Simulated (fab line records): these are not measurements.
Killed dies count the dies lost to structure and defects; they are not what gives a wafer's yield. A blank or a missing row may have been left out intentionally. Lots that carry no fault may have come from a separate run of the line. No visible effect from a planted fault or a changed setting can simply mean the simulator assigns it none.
Problem report in the 8D (eight disciplines) form, filled by code ; flow gf180mcu ; the parts of the form that need people (team, actions taken, sign-off) are left out

## 1. THE ISSUE
V2_CVD_00_THK at GF_V2_THK_MEAS_01 reads a mean of 722 nm on 6 wafers of 2 lots; wafers without a fault read 600 nm with a standard deviation of 5.8. Relative to the usual mean, that is a shift of +21 standard deviations.
First observed at day 26 07:19: wafer L146.4, on film-metro-04. Wafers with a number at this step in the record: 36, from 12 lots. By rule, "out" or "out of limits" means more than 4 standard deviations away from the usual mean. All remaining wafers that have a number are taken as sound.

## 2. WHAT THIS IS AND IS NOT
question;is;is not
which readings at this step;V2_CVD_00_THK;-
which lots;L146, L148;L128, L129, L131, L132, L133, L134, L137, L143, L147, L149
which wafers of those lots;all that have a number;-
read on which gauges;film-metro-02, film-metro-04;film-metro-01
when;from day 26 07:19;"up to then (24 sound wafers); but 6 sound wafers of L147, L149 came after"

## 3. SUSPECTS, AND WHAT RULES EACH OUT
Counting: any tool at a process step up to the reading is kept as a suspect provided that every lot that is out went through it and no sound lot did after the first of them.
- ruled out: the gauge at GF_V2_THK_MEAS_01. Those wafers that are out were read across 2 gauges (film-metro-02, film-metro-04).
- cmp-01 at GF_V1_CMP_26 (polishes, stops on SiO2, t overpolish 15 s, target thk 0 nm): ruled out as a lasting fault. Sound lots L147 ran on it after its first lot that is out, L146 (day 25 09:02).
- hdpcvd-01 at GF_V2_CVD_00 (deposits SiO2, target thk 600 nm, time 100 s): kept. It processed each lot that is out, first L146 at day 26 07:14, and no sound lot thereafter; up to then, the last sound lot it processed was L143 at day 25 14:46. Its own sih4-flow-sccm readings are out on those wafers.
Left after counting: hdpcvd-01 at GF_V2_CVD_00.

## 4. THE CAUSE (what the simulator had put in)
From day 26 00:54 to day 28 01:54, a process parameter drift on hdpcvd-01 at GF_V2_CVD_00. A move of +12 in setting sih4-flow-sccm, from 60. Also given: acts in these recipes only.
This tool alone remained once counting was done.

## 5. THE EFFECT CHAIN, in route order
One row per reading whose mean, taken over the struck wafers that have a number, lies over 3 standard deviations from the usual. Readings are gone through only where the record gives a usual standard deviation; hours: the median, over the lots, of the time from a lot's start at the first step in this table giving one to that lot's start at this step; sigmas: the change measured in usual standard deviations.
hours;step;reading;usual;on struck wafers;change;sigmas
0;GF_V2_CVD_00;sih4-flow-sccm;60.02 sccm;72.09;+12.07;+71
0;GF_V2_THK_MEAS_01;V2_CVD_00_THK;600 nm;722;+122;+21
Here are the process steps it includes:
- GF_V2_CVD_00: deposits SiO2, target thk 600 nm, time 100 s.
Later measuring or inspecting steps at which every struck wafer that the step has a row for has a number for every such reading, and none has moved that far: GF_V2_OVL_MEAS_15.

## 6. HOW IT WOULD HAVE BEEN CAUGHT EARLIER
In this record the first reading out of limits at a measuring or inspecting step was taken at day 26 07:19, 6 hours after the fault began at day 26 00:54.
At GF_V2_CVD_00, the tool's own readings (sih4-flow-sccm) were out on each struck wafer the step has a row for, so an alarm limit on them would have fired on the first such wafer.
Among the 2 lots that are out, L148 began GF_V2_CVD_00 on hdpcvd-01 after day 26 07:19. Putting the tool on hold at that point would have spared it.
